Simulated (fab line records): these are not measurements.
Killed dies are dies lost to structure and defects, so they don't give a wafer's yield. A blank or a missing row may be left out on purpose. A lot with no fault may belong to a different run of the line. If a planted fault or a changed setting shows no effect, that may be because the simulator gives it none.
Chamber matching | flow sky130 | rie_diel-01 running SKY_LI_CONTACT_ETCH_15: 4 sister chambers
The step etches PSG in C4F8/O2/Ar, stops on Si, target depth 600 nm. 8 wafers are shown with their chamber, then 7 later ones without.

## EACH WAFER AND ITS CHAMBER
wafer  | chamber | rf_fwd_power_W (W) | oes_product_au (a.u.)
L740.1 | 2       | 1491               | 0.840
L741.1 | 1       | 1484               | 0.843
L741.5 | 3       | 1494               | 0.840
L745.3 | 0       | 1490               | 0.842
L745.4 | 2       | 1491               | 0.839
L745.6 | 1       | 1484               | 0.838
L757.3 | 0       | 1499               | 0.830
L757.4 | 3       | 1492               | 0.833

## WAFERS WITHOUT THEIR CHAMBER
wafer  | rf_fwd_power_W (W) | oes_product_au (a.u.)
L757.6 | 1489               | 0.826
L758.1 | 1491               | 0.842
L758.3 | 1493               | 0.840
L758.6 | 1494               | 0.833
L756.2 | 1493               | 0.843
L756.5 | 1488               | 0.833
L756.6 | 1495               | 0.844

## WHICH CHAMBER EACH ONE RAN IN
wafer  | from the rows above               | in truth
L757.6 | can't be placed: 3 or 0 or 2 or 1 | 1
L758.1 | can't be placed: 2 or 3 or 0 or 1 | 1
L758.3 | can't be placed: 2 or 3 or 0      | 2
L758.6 | can't be placed: 0 or 3 or 2      | 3
L756.2 | can't be placed: 2 or 3 or 0 or 1 | 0
L756.5 | can't be placed: 2 or 3 or 1 or 0 | 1
L756.6 | can't be placed: 2 or 0 or 3 or 1 | 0
0 of 7 placed correctly. Can't be placed from these rows: 7 (the true chamber is among the candidates in 7). Placed wrongly: 0.
How it was worked out, from the rows above alone: a wafer's distance from a chamber is the root of the sum, over the readings, of the square of ((its reading less the chamber's mean) divided by the reading's scatter). The wafer belongs to the nearest chamber; if the next one is less than 2 further off, it can't be placed. Each chamber's mean is taken over the wafers shown for it. The scatter: the root of (the sum of the squares of (reading less its chamber's mean) over the shown wafers, divided by (wafers less chambers)).
